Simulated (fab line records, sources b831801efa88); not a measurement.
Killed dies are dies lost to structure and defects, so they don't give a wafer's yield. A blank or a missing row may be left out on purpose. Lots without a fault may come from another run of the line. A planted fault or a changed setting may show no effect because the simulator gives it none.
Split-lot experiment | flow sfq_line | 5 lots, 23 wafers read, on a route of 325 steps

THE SPLIT
At SFQ_TRILAYER_C5_BARC_OPEN_VIA_ETCH_210 (etches BARC in O2, target depth 125 nm, time 41.7 s), the setting source_w was moved away from the recipe's 500 W on 10 of the 23 wafers read, by -5.4% to +7.8%. The other wafers ran this setting at the recipe's value.

The file shows no step between the split and the reading.

THE READING
KrF_of_TRILAYER_C5_LITHO_COAT_151.thk_nm (the simulator's own value, which no gauge read), in nm, at SFQ_TRILAYER_C5_ETCH_VIA_ETCH_154 (etches SiO2 in CHF3, stops on Nb, target depth 84 nm). The file gives no usual value for it. The 13 wafers here that ran the recipe average 555.5 nm, standard deviation 1.7 nm.

wafer  | tool, chamber at the split | source_w as run, W | against the recipe | KrF_of_TRILAYER_C5_LITHO_COAT_151.thk_nm, nm | against lot-mates on the recipe
L077.1 | rie_diel-04, 2             | 539.1              | +7.8%              | 552.6                                        | -3.2
L077.2 | rie_diel-04, 1             | 539.1              | +7.8%              | 550.4                                        | -5.4
L077.3 | rie_diel-04, 3             | 539.1              | +7.8%              | 550.8                                        | -5.0
L077.4 | rie_diel-04, 0             | 500                | recipe             | 555.2                                        | -
L077.5 | rie_diel-04, 1             | 500                | recipe             | 556.4                                        | -
L078.1 | rie_diel-04, 1             | 500                | recipe             | 558.4                                        | -
L078.2 | rie_diel-04, 2             | 500                | recipe             | 558.4                                        | -
L078.3 | rie_diel-04, 0             | 500                | recipe             | 557.7                                        | -
L078.4 | rie_diel-04, 3,1           | 523.4              | +4.7%              | 556                                          | -2.2
L078.6 | rie_diel-04, 3,1           | 523.4              | +4.7%              | 556.4                                        | -1.8
L079.1 | rie_diel-02, 3             | 500                | recipe             | 553.8                                        | -
L079.2 | rie_diel-02, 1             | 500                | recipe             | 554.7                                        | -
L079.3 | rie_diel-02, 2             | 500                | recipe             | 556                                          | -
L079.4 | rie_diel-02, 2             | 536.9              | +7.4%              | 552.4                                        | -2.4
L079.6 | rie_diel-02, 3             | 536.9              | +7.4%              | 551.9                                        | -2.9
L081.1 | rie_diel-02, 1             | 500                | recipe             | 553.4                                        | -
L081.2 | rie_diel-02, 0             | 500                | recipe             | 554.4                                        | -
L081.4 | rie_diel-02, 3             | 472.8              | -5.4%              | 556.1                                        | +2.2
L081.5 | rie_diel-02, 3             | 472.8              | -5.4%              | 556                                          | +2.1
L081.6 | rie_diel-02, 2             | 472.8              | -5.4%              | 557.6                                        | +3.7
L085.3 | rie_diel-02, 3             | 500                | recipe             | 555.1                                        | -
L085.4 | rie_diel-02, 2             | 500                | recipe             | 553.4                                        | -
L085.6 | rie_diel-02, 0             | 500                | recipe             | 554.1                                        | -
Where a row lists several chambers, the file gives one row for several wafers and doesn't say which wafer went through which chamber.

THE FIT
A straight line over all 23 wafers: KrF_of_TRILAYER_C5_LITHO_COAT_151.thk_nm changes by -0.363 nm for each +1% of source_w; r = -0.67; the points scatter about the line by 1.7 nm.
The same after taking each lot's own level away (the mean of its wafers on the recipe; 23 wafers): -0.491 nm for each +1%; r = -0.93; scatter 0.8 nm.
On that fit, the largest move of source_w shifts the reading by 3.8 nm.
The lots' own levels span 553.90 to 558.17 nm, that is 2.5 times the standard deviation above.
So the lot-to-lot level blurs the effect unless lot-mates are compared.
Check: with one of the wafers moved furthest among these (+7.8%) left out of the fit, the line predicts -3.93 nm for it against its lot-mates. It came out at -3.2 nm against them.

OTHER SPLITS ON THESE WAFERS
These wafers also went through other splits before the reading. Each is held against what the fit with the lots' levels taken away leaves over:
other split on the same wafers                | wafers away from the commonest value | r with KrF_of_TRILAYER_C5_LITHO_COAT_151.thk_nm (lot level and that fit taken away)
SFQ_TRILAYER_M5_LITHO_COAT_123 resist_thk_nm  | 6                                    | +0.40
SFQ_TRILAYER_M5_ETCH_METAL_ETCH_126 time_s    | 10                                   | -0.13
SFQ_TRILAYER_R5_DEP_SPUTTER_133 time_s        | 9                                    | +0.17
SFQ_TRILAYER_R5_LITHO_COAT_141 spin_rpm       | 5                                    | +0.03
SFQ_TRILAYER_I5_LITHO_PEB_147 peb_temp_c      | 8                                    | -0.38
SFQ_TRILAYER_I5_BARC_OPEN_VIA_ETCH_200 time_s | 5                                    | +0.13

THE WHOLE CHAIN: every reading that the file lists as answering this split, in the file's order
step                                   | what it does                                         | reading                                                                                   | change (the file's fit)               | r (the file's)
SFQ_TRILAYER_C5_BARC_OPEN_VIA_ETCH_210 | etches BARC in O2, target depth 125 nm, time 41.7 s  | KrF_of_TRILAYER_C5_LITHO_COAT_151.thk_nm (the simulator's own value, which no gauge read) | -0.462 nm for each +1% of the setting | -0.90
SFQ_TRILAYER_C5_ETCH_VIA_ETCH_154      | etches SiO2 in CHF3, stops on Nb, target depth 84 nm | KrF_of_TRILAYER_C5_LITHO_COAT_151.thk_nm (the simulator's own value, which no gauge read) | -0.474 nm for each +1% of the setting | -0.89

THE FILE'S OWN FIT
KrF_of_TRILAYER_C5_LITHO_COAT_151.thk_nm changes by -0.474 nm for each +1% of source_w, r = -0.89.
